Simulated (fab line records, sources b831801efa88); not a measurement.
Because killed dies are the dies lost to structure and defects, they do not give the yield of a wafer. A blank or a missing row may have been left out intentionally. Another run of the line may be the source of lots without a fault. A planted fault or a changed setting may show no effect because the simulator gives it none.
Struck lot and sound lot, side by side :: flow sfqLine :: 42 steps out of a route of 325
Sound: wafers L600.1, L600.2, L600.5. The struck wafers were L604.1, L604.5. The cause is named last.
For every step that has rows: the tool of each side, followed by ch and its chambers, followed by its first start. Under that, the readings that differ: sound wafers :: struck wafers :: difference of the means :: sigmas: that difference in standard deviations of wafers without a fault.
alike: same words and numbers on both sides, and readings whose means sit less than 2 such deviations apart. not compared: any withheld reading, any reading some wafer has no value for, any bound like >300 that may hide the same value, and any number with overlapping values for which the record gives no deviation.
Wherever a step has rows on one side only, a row that says differs or no value, or a row with sigmas, the two part there. Non-overlapping numbers with no deviation appear without sigmas and do not part them. A reading that every wafer of one side lacks parts them only if that side has two wafers or more.

first, 6 steps without rows for these wafers: SFQ_TRILAYER_M0_LITHO_COAT_026 (resist thk 62 nm); SFQ_TRILAYER_M0_LITHO_COAT_021 (resist thk 600 nm); SFQ_TRILAYER_M0_LITHO_SOFTBAKE_025; SFQ_TRILAYER_M0_LITHO_EXPOSE_022 (exposes mask M0, target cd 500 nm); SFQ_TRILAYER_M0_LITHO_PEB_024 (peb time 60 s); SFQ_TRILAYER_M0_LITHO_DEVELOP_023 (time 60 s).
SFQ_M0_OVL_MEAS_906:
  sound on overlay-01 at day 6 05:14; struck on overlay-02 at day 7 13:41
reading: M0_OVL (nm)
sound: 0 8 7
struck: -7 -5
difference: -11
sigmas: -2
then, 2 steps without rows for these wafers: SFQ_TRILAYER_M0_BARC_OPEN_METAL_ETCH_031 (etches BARC in O2, target depth 125 nm, time 41.7 s); SFQ_TRILAYER_M0_ETCH_METAL_ETCH_024 (etches Nb in Cl2/Ar, stops on SiO2, target depth 240 nm, time 120 s).
SFQ_TRILAYER_M0_STRIP_STRIP_025: strips in O2.
  sound on rieMetal-02 ch 0,1, day 6 05:28; struck on rieMetal-03 ch 1, day 7 13:55
reading: drypumpMotorCurrentA (A)
sound: 5.6 6.4 6.5
struck: 5.0 4.9
difference: -1.2
sigmas: -2
  alike: oesProductAu
  not compared: rfHoursCounterH
then, 1 step without rows for these wafers: SFQ_TRILAYER_M0_STRIP_SOLV_CLEAN_026 (cleans in NMP, time 600 s).
SFQ_TRILAYER_I0_DEP_PECVD_027: deposits SiO2 from SiH4/N2O, time 111.11 s, target thk 500 nm.
  sound on pecvd-02 ch 0,1, day 6 06:15; struck on pecvd-02 ch 0,1, day 7 14:41
  alike: heaterPowerW, throttleValvePct
  not compared: sinceWetCleanH
SFQ_TRILAYER_I0_CMP_CMP_028: polishes SiO2.
  sound on cmp-01 ch 1,2,3, day 6 12:01; struck on cmp-01 ch 0,2, day 7 16:16
reading: timeToEndpointS (s)
sound: 213 209 223
struck: 183 187
difference: -30
sigmas: -4

reading: model.SiO2_of_TRILAYER_I0_DEP_PECVD_027.thkNm (nm)
sound: 201 200.1 200.3
struck: 250.1 250.3
difference: +49.7
sigmas: 
  alike: edgeZonePressureFrac, motorCurrentA
SFQ_I0_BOW_MEAS_907:
  sound on filmMetro-01 at day 6 14:01; struck on filmMetro-02 at day 7 19:05
reading: I0_BOW (um)
sound: 12 -1 -3
struck: - -
difference: no value on the struck wafers
sigmas: 
SFQ_TRILAYER_I0_METRO_MEASURE_029:
  sound on filmMetro-01 at day 6 14:08; struck on filmMetro-02 at day 8 01:21
reading: thkNm (nm)
sound: 201.1 200.2 200.2
struck: 250.1 250.3
difference: +49.7
sigmas: +45
then, 6 steps without rows for these wafers: SFQ_TRILAYER_I0_VIA_LITHO_COAT_036 (resist thk 62 nm); SFQ_TRILAYER_I0_VIA_LITHO_COAT_031 (resist thk 650 nm); SFQ_TRILAYER_I0_VIA_LITHO_SOFTBAKE_035; SFQ_TRILAYER_I0_VIA_LITHO_EXPOSE_032 (exposes mask I0, target cd 500 nm); SFQ_TRILAYER_I0_VIA_LITHO_PEB_034 (peb time 60 s); SFQ_TRILAYER_I0_VIA_LITHO_DEVELOP_033 (time 60 s).
-- the record jumps here: 4 days lie between the struck wafers' starts before and after --
SFQ_I0_OVL_MEAS_908:
  sound on overlay-02 at day 11 13:10; struck on overlay-01 at day 12 13:10
  alike: I0_OVL
SFQ_TRILAYER_I0_VIA_BARC_OPEN_VIA_ETCH_046: etches BARC in O2, target depth 125 nm, time 41.7 s.
  sound on rieDiel-04 ch 0,1, day 11 13:13; struck on rieDiel-01 ch 1,3, day 12 13:13
  alike: drypumpMotorCurrentA, oesProductAu
  not compared: rfHoursCounterH
SFQ_TRILAYER_I0_VIA_ETCH_VIA_ETCH_034: etches SiO2 in CHF3, stops on Nb, target depth 260 nm.
  sound on rieDiel-04 ch 0,1, day 11 13:15; struck on rieDiel-01 ch 1,3, day 12 13:15
reading: oesProductAu (a.u.)
sound: 0.860 0.859 0.853
struck: 0.966 0.966
difference: +0.109
sigmas: +20

reading: model.etch.depthNm (nm)
sound: 201 200.1 200.3
struck: 250.1 250.3
difference: +49.7
sigmas: 

reading: model.I0.featureDepthNm (nm)
sound: 201 200.1 200.3
struck: 250.1 250.3
difference: +49.7
sigmas: 
  alike: drypumpMotorCurrentA
then, 2 steps without rows for these wafers: SFQ_TRILAYER_I0_VIA_STRIP_STRIP_035 (strips in O2); SFQ_TRILAYER_I0_VIA_STRIP_SOLV_CLEAN_036 (cleans in NMP, time 600 s).
SFQ_TRILAYER_M1_DEP_PRE_CLEAN_038: time 22.5 s.
  sound on pvdSputter-05 at day 11 14:08; struck on pvdSputter-03 at day 12 14:08
reading: model.SiO2_of_TRILAYER_I0_DEP_PECVD_027.thkNm (nm)
sound: 193.5 192.6 192.8
struck: 242.6 242.8
difference: +49.7
sigmas: 
then, 1 step without rows for these wafers: SFQ_TRILAYER_M1_DEP_SPUTTER_037 (material Nb, target thk 200 nm, time 133.3 s).
SFQ_M1_RS_MEAS_909: a four-point-probe measurement.
  sound on filmMetro-02 at day 11 14:15; struck on filmMetro-03 at day 12 14:15
  alike: M1_NB_RS
then, 6 steps without rows for these wafers: SFQ_TRILAYER_M1_LITHO_COAT_044 (resist thk 62 nm); SFQ_TRILAYER_M1_LITHO_COAT_039 (resist thk 600 nm); SFQ_TRILAYER_M1_LITHO_SOFTBAKE_043; SFQ_TRILAYER_M1_LITHO_EXPOSE_040 (exposes mask M1, target cd 500 nm); SFQ_TRILAYER_M1_LITHO_PEB_042 (peb time 60 s); SFQ_TRILAYER_M1_LITHO_DEVELOP_041 (time 60 s).
-- the record jumps here: 6 days lie between the struck wafers' starts before and after --
SFQ_M1_OVL_MEAS_911:
  sound on overlay-01 at day 15 23:38; struck on overlay-02 at day 18 04:34
  alike: M1_OVL
SFQ_TRILAYER_M1_BARC_OPEN_METAL_ETCH_054: etches BARC in O2, target depth 125 nm, time 41.7 s.
  sound on rieMetal-01 ch 0,1, day 15 23:41; struck on rieMetal-04 ch 0,1, day 18 04:36
  alike: drypumpMotorCurrentA, oesProductAu
  not compared: rfHoursCounterH
then, 1 step without rows for these wafers: SFQ_TRILAYER_M1_ETCH_METAL_ETCH_042 (etches Nb in Cl2/Ar, stops on SiO2, target depth 240 nm, time 120 s).
SFQ_TRILAYER_M1_STRIP_STRIP_043: strips in O2.
  sound on rieMetal-01 ch 0,1, day 15 23:52; struck on rieMetal-04 ch 0,1, day 18 04:47
  alike: drypumpMotorCurrentA, oesProductAu
  not compared: rfHoursCounterH
then, 2 steps without rows for these wafers: SFQ_TRILAYER_M1_STRIP_SOLV_CLEAN_044 (cleans in NMP, time 600 s); SFQ_TRILAYER_I1_DEP_PECVD_045 (deposits SiO2 from SiH4/N2O, time 111.11 s, target thk 500 nm).
-- the record jumps here: 59 days lie between the struck wafers' starts before and after --
SFQ_M8_BOW_MEAS_951:
  sound on filmMetro-01 at day 76 02:24; struck on filmMetro-02 at day 76 23:10
reading: model.etest.i0.linkOhm
sound: 1.978 1.979 1.976
struck: 2.006 2.007
difference: +0.029
sigmas: 
  alike: M8_BOW

WHERE THEY PART
Last at SFQ_TRILAYER_I0_VIA_ETCH_VIA_ETCH_034 as far as this record goes, first at SFQ_M0_OVL_MEAS_906. Later steps at which nothing parts them and some readings are alike: SFQ_M1_RS_MEAS_909, SFQ_M1_OVL_MEAS_911, SFQ_TRILAYER_M1_BARC_OPEN_METAL_ETCH_054, SFQ_TRILAYER_M1_STRIP_STRIP_043, SFQ_M8_BOW_MEAS_951.

WHY: what had been put in by the simulator
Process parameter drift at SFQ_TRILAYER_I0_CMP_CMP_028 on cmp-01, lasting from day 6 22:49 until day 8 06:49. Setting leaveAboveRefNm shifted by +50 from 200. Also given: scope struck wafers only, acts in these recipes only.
